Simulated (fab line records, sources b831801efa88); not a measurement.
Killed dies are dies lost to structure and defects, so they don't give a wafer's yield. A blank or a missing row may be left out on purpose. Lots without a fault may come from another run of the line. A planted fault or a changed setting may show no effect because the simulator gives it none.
Problem report in the 8D (eight disciplines) form, filled by code | flow sky130 | the parts of the form that need people (team, actions taken, sign-off) are left out

1. THE PROBLEM
beam_energy_keV at SKY_GATE_OXIDE_IMPLANT_11 reads a mean of 11.145 on 6 wafers of 2 lots; wafers without a fault read 10.000 with a standard deviation of 0.0034. That is +99 or more standard deviations from the usual mean.
First seen on wafer L975.2, day 16 13:35, on implanter-02. The record holds 18 wafers of 6 lots with a number at this step. Rule for "out", or "out of limits": more than 4 standard deviations from the usual mean. The other wafers with a number count as sound.

2. WHAT IT IS AND WHAT IT IS NOT
question                    | is                     | is not
which readings at this step | beam_energy_keV        | -
which lots                  | L975, L976             | L968, L969, L986, L989
which wafers of those lots  | all that have a number | -
read on which tools         | implanter-02           | implanter-01, implanter-03
when                        | from day 16 13:35      | up to then (6 sound wafers); but 6 sound wafers of L986, L989 came after

3. SUSPECTS, AND WHAT RULES EACH OUT
Counting: a tool at a process step up to the reading stays a suspect if it ran every lot that is out and no sound lot after the first of them.
- implanter-02 at SKY_GATE_OXIDE_IMPLANT_11: kept. It ran every lot that is out, first L975 (day 16 13:35), and no sound lot after that; its last sound lot up to then is L969 (day 14 16:05). Its own readings are out on those wafers: beam_energy_keV.
Left after counting: implanter-02 at SKY_GATE_OXIDE_IMPLANT_11.

4. THE CAUSE (what the simulator had put in)
Process parameter drift: implanter-02, from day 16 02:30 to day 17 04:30, at SKY_GATE_OXIDE_IMPLANT_11. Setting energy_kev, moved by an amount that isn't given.
Counting left only this tool.

5. THE CHAIN OF EFFECTS, in route order
Each row: a reading whose mean over the struck wafers that have a number lies more than 3 standard deviations from the usual. Only readings for which the record gives a usual standard deviation are gone through. hours: the time from each lot's start at the first step in this table that gives one to its start at this step, as a median over the lots. sigmas: the change in usual standard deviations.
hours | step                      | reading         | usual  | on struck wafers | change | sigmas
0     | SKY_GATE_OXIDE_IMPLANT_11 | beam_energy_keV | 10.000 | 11.145           | +1.145 | +99 or more
The process steps in it:
- SKY_GATE_OXIDE_IMPLANT_11

6. WHAT WOULD HAVE CAUGHT IT SOONER
In this record the first reading out of limits was taken at day 16 13:35, 11 hours after the fault began at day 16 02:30.
